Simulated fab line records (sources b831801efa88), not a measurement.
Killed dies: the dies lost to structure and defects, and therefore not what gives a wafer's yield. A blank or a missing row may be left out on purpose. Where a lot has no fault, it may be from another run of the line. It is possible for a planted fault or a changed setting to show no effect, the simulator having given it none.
Which tool was responsible? :: flow gf180mcu :: 6 lots, 18 wafers sampled, at 2 steps of a route of 602

== WHAT THE GAUGES READ, wafer by wafer ==
GF_DUAL_GATE_THK_MEAS_03.
lot: L533
measured: day 8 11:31
on: film-metro-03
DUAL_GATE_OXIDATION_00_THK (nm): 10.53 10.47 10.74

lot: L536
measured: day 9 14:28
on: film-metro-02
DUAL_GATE_OXIDATION_00_THK (nm): 10.67 10.76 10.74

lot: L538
measured: day 10 01:47
on: film-metro-04
DUAL_GATE_OXIDATION_00_THK (nm): 12.03 12.08 12.21

lot: L549
measured: day 13 01:54
on: film-metro-02
DUAL_GATE_OXIDATION_00_THK (nm): 10.96 11.19 11.07

lot: L551
measured: day 13 15:07
on: film-metro-02
DUAL_GATE_OXIDATION_00_THK (nm): 10.63 10.77 10.52

lot: L553
measured: day 14 08:17
on: film-metro-04
DUAL_GATE_OXIDATION_00_THK (nm): 11.00 11.01 11.11

== TOOL THAT RAN EACH LOT (tool first, then ch and the chambers of the sampled wafers, then the start) ==
lot: L533
GF_DUAL_GATE_OXIDATION_02: furnace-01 ch 0, day 8 10:04

lot: L536
GF_DUAL_GATE_OXIDATION_02: furnace-01 ch 0, day 9 13:01

lot: L538
GF_DUAL_GATE_OXIDATION_02: furnace-01 ch 0, day 10 00:20

lot: L549
GF_DUAL_GATE_OXIDATION_02: furnace-02 ch 0, day 13 00:28

lot: L551
GF_DUAL_GATE_OXIDATION_02: furnace-02 ch 0, day 13 13:41

lot: L553
GF_DUAL_GATE_OXIDATION_02: furnace-02 ch 0, day 14 06:49
- GF_DUAL_GATE_OXIDATION_02: stabilise 600 s, purge 300 s, target thk 10.887 nm.

== THE ANSWER, worked out from the rows above alone ==
Rule: what is usual is taken from the lots themselves. Put in order of their means at a reading, lots are off if they are a third of the lots or fewer, leave a main group of 4 or more, and stand apart from it by a gap of 3 or more times the standard deviation of the main group's means; of several such gaps the widest counts. A main group whose means are all the same, to the digits that the tables above print for the reading, isn't used. A lot without any number at a reading at which 4 lots or more have one is off too. All remaining lots with rows at the step are treated as sound.
Off: L538, seen at GF_DUAL_GATE_THK_MEAS_03 (DUAL_GATE_OXIDATION_00_THK). The main group has a mean of 10.81 nm with a standard deviation of 0.21.
A tool fits if, at a process step before that reading, it ran every lot that is off, and no sound lot after the first of them. Gauges at GF_DUAL_GATE_THK_MEAS_03: tried the same way as those tools. One fits: GF_DUAL_GATE_OXIDATION_02 on furnace-01. A fault onset in the window from L536 (day 9 13:01, its last sound lot) to L538 (day 10 00:20, its first lot off) fits.

== WHAT THE SIMULATOR HAD INSERTED ==
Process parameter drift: furnace-01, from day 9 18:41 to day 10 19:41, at GF_DUAL_GATE_OXIDATION_02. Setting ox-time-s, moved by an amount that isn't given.
Shown lots that were struck: L538. The rule above reached the same finding.
